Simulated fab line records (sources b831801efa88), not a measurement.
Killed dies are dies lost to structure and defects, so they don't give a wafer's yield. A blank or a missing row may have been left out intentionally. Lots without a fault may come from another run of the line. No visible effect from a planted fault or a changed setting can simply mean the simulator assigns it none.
fab line records	flow sky130
record: lots: 6	wafers: 18	last_day: 50
route steps=708 shown CONTACT@423 METAL1@434 PAD_OPEN@708
lots that met no fault: from a run of the same line without faults
start_h: the number of hours between the record's first day and the start of the first shown wafer of the lot	wait_h: time in hours since the lot's previous step	" identical to the entry in the row above	L1.1+2: a row that stands for several wafers	- no value, or no start was given	* or withheld: withheld	< > ~ a bound
route shown NAME@n: NAME is a module with steps in the file, n the number in the route of the first one	usual: mean and standard deviation over wafers with no fault	same: alike in all rows	chamber/n: place in a boat	sites: each site's reading	_std_site: how widely they spread, as a standard deviation	_edge_site: mean of outer sites minus mean of inner sites	radius_mm: for every site, how far away it sits from the centre of the wafer	mask NAME#n: copy n	behind: tool/chamber where the wafer was last shaped	hold: reason for holding the lot/hours on hold/outcome of the hold	device: transistor that didn't switch, given as n, p or np	end of line: the route-end tests of the same wafers	for a step that has no rows: nothing shown but its recipe	killed: at the first sort, the dies lost to defects and structure; wafer yield is something else	map: dies across one wafer; x = killed, . = not, _ = none there
set.NAME: the setting as run; set.NAME@STEP: as run at that earlier step	model.NAME: the simulator's own value behind a step, which no gauge read
certain route steps with their lots: each step a table, each wafer a row
services: a tool's chamber out of use, with start hour (start_h, from the record's first day; less than 0 if before it), hours out, and reason
== steps ==
step: SKY_CONTACT_ETCH_17
recipe: target: SiO2	chemistry: C4F8/O2/Ar	stop_on: Si3N4	mask_material: KrF-thick	source_w: 1500	bias_w: 1200	pressure_mtorr: 40	c4f8_flow_sccm: withheld	O2_flow_sccm: 6	Ar_flow_sccm: 300	time_s: withheld	target_depth_a: 3400
step: SKY_CONTACT_ETCH_18
recipe: target: Si3N4	chemistry: CHF3/O2	stop_on: TiN	source_w: 600	bias_w: 200	pressure_mtorr: 40	chf3_flow_sccm: 50	O2_flow_sccm: 5	time_s: 39	target_depth_a: 750
usual: drypump_motor_current_A: 5.6/0.44	oes_product_au: 0.855/0.0085	throttle_valve_pct: 8.793/0.01
lot.wafer	tool	chamber	start_h	wait_h	drypump_motor_current_A	oes_product_au	rf_hours_counter_h	throttle_valve_pct
L385.1	rie_diel-03	2	-	-	4.7	0.853	17	8.784
L385.3	"	0	"	"	6.2	0.853	10	8.800
L385.5	"	1	"	"	5.4	0.855	-	8.805
L394.1	rie_diel-01	1	-	-	6.0	0.866	13	8.822
L394.2	"	3	"	"	5.6	0.859	6	8.802
L394.4	"	3	"	"	5.6	0.864	-	8.806
L395.3	rie_diel-01	0	-	-	5.6	0.859	11	8.785
L395.5	"	1	"	"	6.0	0.868	-	8.805
L395.6	"	2	"	"	5.7	0.862	-	8.797
L400.2	rie_diel-03	3	-	-	5.4	0.844	2	8.802
L400.4	"	0	"	"	6.2	0.855	13	8.789
L400.6	"	2	"	"	4.7	0.853	-	8.770
L402.1	rie_diel-03	0	-	-	6.2	0.850	14	8.805
L402.5	"	0	"	"	6.2	0.851	-	8.776
L402.6	"	1	"	"	5.4	0.853	-	8.788
L403.2	rie_diel-04	0	-	-	6.1	0.857	18	8.793
L403.5	"	0	"	"	6.1	0.853	-	8.788
L403.6	"	1	"	"	5.5	0.855	-	8.786
step: SKY_CONTACT_STRIP_19
recipe: chemistry: O2/N2	power_w: 1400	pressure_mtorr: 1500	platen_temp_c: withheld	o2_flow_sccm: 3000	n2_flow_sccm: 300	overash_fraction: 0.5
usual: drypump_motor_current_A: 5.6/0.35	oes_product_au: 0.382/0.0047	strip_time_to_endpoint_s: 3.64/0.035
lot.wafer	tool	chamber	start_h	wait_h	drypump_motor_current_A	oes_product_au	rf_hours_counter_h	strip_time_to_endpoint_s
L385.1	plasma_asher-03	0	778.32	-	6.3	0.379	3	3.62
L385.3	"	1	"	"	5.4	0.382	-	3.71
L385.5	"	0	"	"	6.3	0.382	-	3.63
L394.1	plasma_asher-04	0	840.37	-	5.4	0.371	43	3.60
L394.2	"	1	"	"	5.8	0.376	43	3.58
L394.4	"	1	"	"	5.7	0.376	-	3.58
L395.3	plasma_asher-04	0	850.74	-	5.4	0.380	-	3.66
L395.5	"	0	"	"	5.4	0.387	-	3.63
L395.6	"	1	"	"	5.7	0.380	-	3.56
L400.2	plasma_asher-03	1	886.56	-	5.4	0.381	14	3.69
L400.4	"	1	"	"	5.4	0.382	-	3.70
L400.6	"	0	"	"	6.3	0.384	-	3.68
L402.1	plasma_asher-03	0	901.76	-	6.3	0.377	15	3.70
L402.5	"	0	"	"	6.3	0.384	-	3.69
L402.6	"	1	"	"	5.4	0.379	-	3.70
L403.2	plasma_asher-04	0	906.63	-	5.4	0.384	49	3.62
L403.5	"	0	"	"	5.5	0.379	-	3.62
L403.6	"	1	"	"	5.8	0.378	-	3.57
step: SKY_CONTACT_STRIP_20
recipe: chemistry: post_etch_residue_remover	time_s: 1200	temp_c: 72.5
step: SKY_CONTACT_CLEAN_21
recipe: chemistry: IPA	time_s: 180	temp_c: 25
step: SKY_CONTACT_CLEAN_22
recipe: chemistry: O3/DIW	dry: n2_spin
step: SKY_CONTACT_SPUTTER_23
recipe: material: TiN	target_thk_nm: 20	chamber_pressure_pa: 5	power_w: 4000	time_s: 80
usual: cathode_dc_power_W: 4000.0/0.7	throttle_valve_pct: 29.9/1.4
lot.wafer	tool	chamber	start_h	wait_h	cathode_dc_power_W	throttle_valve_pct
L385.1	pvd_sputter-03	-	778.96	0.0	3999.5	30.1
L385.3	"	-	"	"	3998.9	31.2
L385.5	"	-	"	"	4000.0	29.2
L394.1	pvd_sputter-04	-	840.96	0.0	3999.6	28.9
L394.2	"	-	"	"	3999.3	29.5
L394.4	"	-	"	"	4001.0	30.2
L395.3	pvd_sputter-03	-	851.30	0.0	3999.9	29.5
L395.5	"	-	"	"	4000.5	30.2
L395.6	"	-	"	"	3999.9	27.3
L400.2	pvd_sputter-03	-	887.24	0.0	4000.8	31.5
L400.4	"	-	"	"	4000.6	29.1
L400.6	"	-	"	"	4001.3	29.0
L402.1	pvd_sputter-03	-	902.38	0.0	4000.3	31.5
L402.5	"	-	"	"	4000.6	27.3
L402.6	"	-	"	"	4000.5	31.3
L403.2	pvd_sputter-04	-	907.26	0.0	3999.5	29.1
L403.5	"	-	"	"	3999.5	32.1
L403.6	"	-	"	"	4000.0	30.2
step: SKY_CONTACT_CVD_24
recipe: material: W	target_thk_nm: 340	time_s: 102.12	temp_c: 400	pressure_torr: 40
usual: heater_power_w: 879/56
lot.wafer	tool	chamber	start_h	wait_h	heater_power_w
L385.1	cvd_w-02	1	779.02	0.0	936
L385.3	"	0	"	"	889
L385.5	"	0	"	"	889
L394.1	cvd_w-02	0	841.02	0.0	871
L394.2	"	1	"	"	950
L394.4	"	0	"	"	892
L395.3	cvd_w-02	1	851.39	0.1	951
L395.5	"	0	"	"	890
L395.6	"	1	"	"	985
L400.2	cvd_w-01	0	887.30	0.0	804
L400.4	"	1	"	"	849
L400.6	"	0	"	"	796
L402.1	cvd_w-02	1	902.44	0.0	961
L402.5	"	1	"	"	939
L402.6	"	0	"	"	920
L403.2	cvd_w-01	0	907.32	0.0	835
L403.5	"	1	"	"	828
L403.6	"	0	"	"	816
step: SKY_CONTACT_RS_MEAS_25
recipe: thk_meas_gauge: four-point-probe	reads: W_of_CONTACT_CVD_24+TiN_of_CONTACT_SPUTTER_23
usual: CONTACT_W_RS: 0.341/0.0037
lot.wafer	tool	chamber	start_h	wait_h	CONTACT_W_RS[ohm/sq]
L385.1	film_metro-02	-	779.13	0.1	0.339
L385.3	"	-	"	"	0.340
L385.5	"	-	"	"	0.346
L394.1	film_metro-02	-	841.13	0.1	0.342
L394.2	"	-	"	"	0.339
L394.4	"	-	"	"	0.337
L395.3	film_metro-01	-	851.51	0.1	0.341
L395.5	"	-	"	"	0.340
L395.6	"	-	"	"	0.339
L400.2	film_metro-02	-	887.43	0.1	0.335
L400.4	"	-	"	"	0.343
L400.6	"	-	"	"	0.342
L402.1	film_metro-02	-	902.55	0.1	0.333
L402.5	"	-	"	"	0.329
L402.6	"	-	"	"	0.343
L403.2	film_metro-01	-	907.45	0.1	0.336
L403.5	"	-	"	"	0.342
L403.6	"	-	"	"	0.335
step: SKY_CONTACT_THK_MEAS_26
recipe: thk_meas_gauge: xrf	reads: W_of_CONTACT_CVD_24
usual: CONTACT_W_THK: 341/5.9
lot.wafer	tool	chamber	start_h	wait_h	CONTACT_W_THK[nm]
L385.1	film_metro-02	-	779.25	0.1	349
L385.3	"	-	"	"	348
L385.5	"	-	"	"	341
L394.1	film_metro-02	-	841.25	0.1	349
L394.2	"	-	"	"	351
L394.4	"	-	"	"	350
L395.3	film_metro-01	-	851.61	0.1	333
L395.5	"	-	"	"	335
L395.6	"	-	"	"	336
L400.2	film_metro-02	-	887.54	0.1	352
L400.4	"	-	"	"	343
L400.6	"	-	"	"	345
L402.1	film_metro-02	-	902.67	0.1	351
L402.5	"	-	"	"	356
L402.6	"	-	"	"	343
L403.2	film_metro-01	-	907.56	0.1	345
L403.5	"	-	"	"	338
L403.6	"	-	"	"	345
step: SKY_CONTACT_CMP_27
recipe: stop_on: SiO2	t_overpolish_s: 15	down_force_psi: 3.5	platen_rpm: 60	target_thk_nm: 0	pad_velocity_m_s: 0.94248
step: SKY_METAL1_SPUTTER_00
recipe: material: Ti	target_thk_nm: 15	power_w: 3000	time_s: 10	chamber_pressure_pa: 0.4
usual: cathode_dc_power_W: 3000.0/0.56	throttle_valve_pct: 30.2/1.1
lot.wafer	tool	chamber	start_h	wait_h	cathode_dc_power_W	throttle_valve_pct
L385.1	pvd_sputter-02	-	779.61	0.2	2999.7	29.5
L385.3	"	-	"	"	3001.0	31.5
L385.5	"	-	"	"	3000.5	28.1
L394.1	pvd_sputter-01	-	841.61	0.2	3001.0	30.8
L394.2	"	-	"	"	2999.3	30.8
L394.4	"	-	"	"	3000.2	30.8
L395.3	pvd_sputter-01	-	851.95	0.1	3001.3	30.3
L395.5	"	-	"	"	3000.8	30.9
L395.6	"	-	"	"	2999.4	30.9
L400.2	pvd_sputter-04	-	887.97	0.2	2999.5	29.7
L400.4	"	-	"	"	2999.9	29.3
L400.6	"	-	"	"	2999.5	29.6
L402.1	pvd_sputter-02	-	903.03	0.1	3000.3	31.3
L402.5	"	-	"	"	3000.1	30.1
L402.6	"	-	"	"	2999.0	31.4
L403.2	pvd_sputter-02	-	907.91	0.1	3000.5	29.7
L403.5	"	-	"	"	3000.0	30.0
L403.6	"	-	"	"	3000.6	28.0
step: SKY_METAL1_SPUTTER_01
recipe: material: TiN	target_thk_nm: 20	power_w: 6500	time_s: 16.4	chamber_pressure_pa: 0.4
usual: cathode_dc_power_W: 6500.1/1.2	throttle_valve_pct: 30.2/1.1
lot.wafer	tool	chamber	start_h	wait_h	cathode_dc_power_W	throttle_valve_pct	model.TiN_of_METAL1_SPUTTER_01.thk_nm
L385.1	pvd_sputter-02	-	779.63	0.0	6498.9	29.7	19.75
L385.3	"	-	"	"	6500.8	31.2	19.66
L385.5	"	-	"	"	6497.8	27.8	19.59
L394.1	pvd_sputter-01	-	841.64	0.0	6498.8	30.8	19.41
L394.2	"	-	"	"	6501.0	30.4	19.61
L394.4	"	-	"	"	8686.4	30.8	26.34
L395.3	pvd_sputter-01	-	851.97	0.0	6500.7	30.5	19.43
L395.5	"	-	"	"	8685.8	30.8	26.3
L395.6	"	-	"	"	6499.1	30.5	19.69
L400.2	pvd_sputter-04	-	887.99	0.0	6500.5	30.1	19.69
L400.4	"	-	"	"	6501.6	28.9	19.59
L400.6	"	-	"	"	6499.4	29.6	19.4
L402.1	pvd_sputter-02	-	903.06	0.0	6500.5	31.4	19.5
L402.5	"	-	"	"	6498.2	30.0	19.56
L402.6	"	-	"	"	6499.0	31.4	19.68
L403.2	pvd_sputter-02	-	907.93	0.0	6501.2	29.9	19.83
L403.5	"	-	"	"	6498.3	30.4	20.09
L403.6	"	-	"	"	6500.0	27.8	20.21
step: SKY_METAL1_SPUTTER_02
recipe: material: AlCu	target_thk_nm: 250	power_w: 10600	time_s: 13.3	chamber_pressure_pa: 0.4
step: SKY_PAD_OPEN_PROBE_99
usual: defect_limited_yield: 82.4/1.8	killed_at_M0_to_M3: 44/7	killed_at_M4_up: 3.0/1.8	killed_at_contacts: 24/4.9	killed_at_front_end: 15/5	killed_at_other: 0.2/0.53	killed_dies: 87/8.7	killed_open: 48/6.8	killed_short: 39/5.7	sort_bin_3_pad_short: 0.9/0.42	sort_bin_5_function: 10.4/1.5	sort_bin_6_memory: 6.3/1.1	sort_n_pass: 405/8.7	sort_yield_pct: 82.4/1.8
same: gross_dies: 492	killed_at_back_side: 0	sort_bin_4_leakage[%]: 0	sort_bin_8_speed[%]: 0
lot.wafer	tool	chamber	start_h	wait_h	defect_limited_yield[%]	killed_at_M0_to_M3	killed_at_M4_up	killed_at_contacts	killed_at_front_end	killed_at_other	killed_dies	killed_open	killed_short	sort_bin_3_pad_short[%]	sort_bin_5_function[%]	sort_bin_6_memory[%]	sort_n_pass	sort_yield_pct[%]
L385.1	prober-02	-	1106.97	0.1	81.7	42	0	29	19	0	90	49	41	0.4	12.4	5.5	402	81.7
L385.3	prober-02	-	1107.07	0.2	81.9	36	3	28	21	1	89	49	40	0.6	10.8	6.7	403	81.9
L385.5	prober-02	-	1107.17	0.2	80.5	46	6	27	17	0	96	48	48	1.2	12.0	6.3	396	80.5
L394.1	prober-01	-	1154.89	0.1	86.6	36	2	15	11	2	66	35	31	0.2	8.3	4.9	426	86.6
L394.2	prober-01	-	1154.94	0.1	84.6	34	0	27	15	0	76	51	25	0.2	10.6	4.7	416	84.6
L394.4	prober-01	-	1155.04	0.2	82.3	49	4	26	8	0	87	45	42	0.6	10.2	6.9	405	82.3
L395.3	prober-02	-	1160.68	0.2	82.1	38	4	28	18	0	88	46	42	1.6	9.8	6.5	404	82.1
L395.5	prober-02	-	1160.78	0.2	82.7	39	4	29	13	0	85	48	37	0.8	9.3	7.1	407	82.7
L395.6	prober-02	-	1160.83	0.2	82.7	44	2	24	15	0	85	49	36	0.6	9.3	7.3	407	82.7
L400.2	prober-01	-	1186.06	0.1	84.8	40	2	22	11	0	75	41	34	0.6	9.3	5.3	417	84.8
L400.4	prober-01	-	1186.16	0.2	77.4	64	2	21	24	0	111	70	41	0.4	13.8	8.3	381	77.4
L400.6	prober-01	-	1186.26	0.2	82.7	40	2	24	19	0	85	34	51	1.6	8.9	6.7	407	82.7
killed by level:class
L385.1 VIA1:geometric_particle:open=14 LI_CONTACT:geometric_particle:open=10 LOCAL_INTERCONNECT:geometric_particle:short=8 CONTACT:geometric_particle:open=7 POLY_GATE:geometric_particle:short=6 VIA2:geometric_particle:open=6 FIELD_ISO:geometric_particle:short=5 VIA3:geometric_particle:open=5
L385.3 VIA1:geometric_particle:open=11 CONTACT:geometric_particle:open=11 VIA2:geometric_particle:open=5 FIELD_ISO:geometric_particle:short=5 POLY_GATE:geometric_particle:short=5 LI_CONTACT:geometric_particle:open=5 LOCAL_INTERCONNECT:geometric_particle:short=5 FIELD_ISO:geometric_particle:open=4
L385.5 VIA1:geometric_particle:open=19 VIA1:geometric_particle:short=9 LI_CONTACT:geometric_particle:open=9 LOCAL_INTERCONNECT:geometric_particle:short=7 METAL4:geometric_particle:short=6 CONTACT:geometric_particle:open=6 FIELD_ISO:geometric_particle:short=5 CONTACT:geometric_particle:short=5
L394.1 VIA1:geometric_particle:open=9 VIA3:geometric_particle:open=8 LI_CONTACT:geometric_particle:open=5 METAL2:geometric_particle:short=4 CONTACT:geometric_particle:open=4 FIELD_ISO:geometric_particle:short=3 CONTACT:geometric_particle:short=3 METAL1:geometric_particle:short=3
L394.2 CONTACT:geometric_particle:open=12 LI_CONTACT:geometric_particle:open=9 METAL2:geometric_particle:short=6 VIA1:geometric_particle:open=6 VIA2:geometric_particle:open=5 FIELD_ISO:geometric_particle:open=4 POLY_GATE:geometric_particle:open=4 VIA3:geometric_particle:open=4
L394.4 VIA1:geometric_particle:open=11 LI_CONTACT:geometric_particle:open=9 VIA1:geometric_particle:short=8 VIA3:geometric_particle:open=7 METAL2:geometric_particle:short=7 CONTACT:geometric_particle:open=6 METAL1:geometric_particle:short=6 LI_CONTACT:geometric_particle:short=4
L395.3 CONTACT:geometric_particle:open=12 FIELD_ISO:geometric_particle:open=7 VIA1:geometric_particle:open=6 LI_CONTACT:geometric_particle:open=6 METAL1:geometric_particle:short=6 METAL2:geometric_particle:short=5 VIA1:geometric_particle:short=4 CONTACT:geometric_particle:short=4
L395.5 CONTACT:geometric_particle:open=13 LI_CONTACT:geometric_particle:open=10 VIA2:geometric_particle:open=8 VIA1:geometric_particle:open=7 FIELD_ISO:geometric_particle:short=5 METAL1:geometric_particle:short=5 VIA1:geometric_particle:short=5 METAL3:geometric_particle:short=4
L395.6 VIA1:geometric_particle:open=17 CONTACT:geometric_particle:open=9 VIA2:geometric_particle:open=6 POLY_GATE:geometric_particle:open=6 LI_CONTACT:geometric_particle:open=6 VIA1:geometric_particle:short=5 CONTACT:geometric_particle:short=4 METAL2:geometric_particle:short=4
L400.2 CONTACT:geometric_particle:open=10 LOCAL_INTERCONNECT:geometric_particle:short=7 VIA1:geometric_particle:open=7 VIA3:geometric_particle:open=7 METAL1:geometric_particle:short=5 METAL2:geometric_particle:short=5 METAL3:geometric_particle:short=5 FIELD_ISO:geometric_particle:open=4
L400.4 VIA1:geometric_particle:open=21 CONTACT:geometric_particle:open=12 VIA3:geometric_particle:open=10 VIA2:geometric_particle:open=7 POLY_GATE:geometric_particle:open=7 VIA1:geometric_particle:short=6 METAL2:geometric_particle:short=6 POLY_GATE:geometric_particle:short=5
L400.6 METAL1:geometric_particle:short=9 CONTACT:geometric_particle:short=9 POLY_GATE:geometric_particle:short=8 VIA1:geometric_particle:open=8 CONTACT:geometric_particle:open=7 FIELD_ISO:geometric_particle:open=4 LOCAL_INTERCONNECT:geometric_particle:short=4 VIA1:geometric_particle:short=4
== services ==
tool	chamber	start_h	hours	kind
pvd_sputter-01	-	772.47	1.0	repair
rie_diel-04	-	788.30	1.8	repair
cvd_w-01	-	794.01	3.4	repair
pvd_sputter-01	-	800.06	5.8	repair
rie_diel-01	3	805.35	5.3	repair
pvd_sputter-04	-	822.10	1.0	repair
rie_diel-01	2	839.68	6.2	repair
rie_diel-01	3	845.38	7.9	repair
pvd_sputter-02	2	851.75	-	consumable_replace:kit
pvd_sputter-02	2	851.75	18.0	scheduled_down
pvd_sputter-02	2	851.75	18.0	vent_cycle
plasma_asher-03	-	873.21	4.2	repair
cvd_w-02	-	877.83	0.6	repair
cvd_w-02	1	879.38	8.0	repair
pvd_sputter-02	-	879.73	4.7	repair
pvd_sputter-02	-	883.68	1.9	repair
pvd_sputter-02	-	886.52	8.0	repair
pvd_sputter-03	-	889.19	1.2	repair
pvd_sputter-01	-	900.27	2.9	repair
cvd_w-02	-	904.00	14.0	pm
cvd_w-02	0	904.00	14.0	vent_cycle
cvd_w-02	1	904.00	20.0	vent_cycle
pvd_sputter-01	3	905.83	-	consumable_replace:kit
pvd_sputter-01	3	905.83	18.0	scheduled_down
== key ==
first_sign: step: SKY_METAL1_SPUTTER_01	reading: cathode_dc_power_W	direction: up	sigmas: 99+	usual: 6500.1	struck: 8686.1
effect none on later readings
model_effect: step: SKY_METAL1_SPUTTER_01	value: TiN_of_METAL1_SPUTTER_01.thk_nm	without: 19.72	struck: 26.32
met_at SKY_METAL1_SPUTTER_01
struck_wafers L394.4,L395.5
fault: kind: process_parameter_drift	tool: pvd_sputter-01	chamber: -	onset_h: 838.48	steps: SKY_METAL1_SPUTTER_01	channel: power_w	offset: *	shape: step	end_h: 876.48	acts_in: *	stated: *	scope: struck_wafers_only
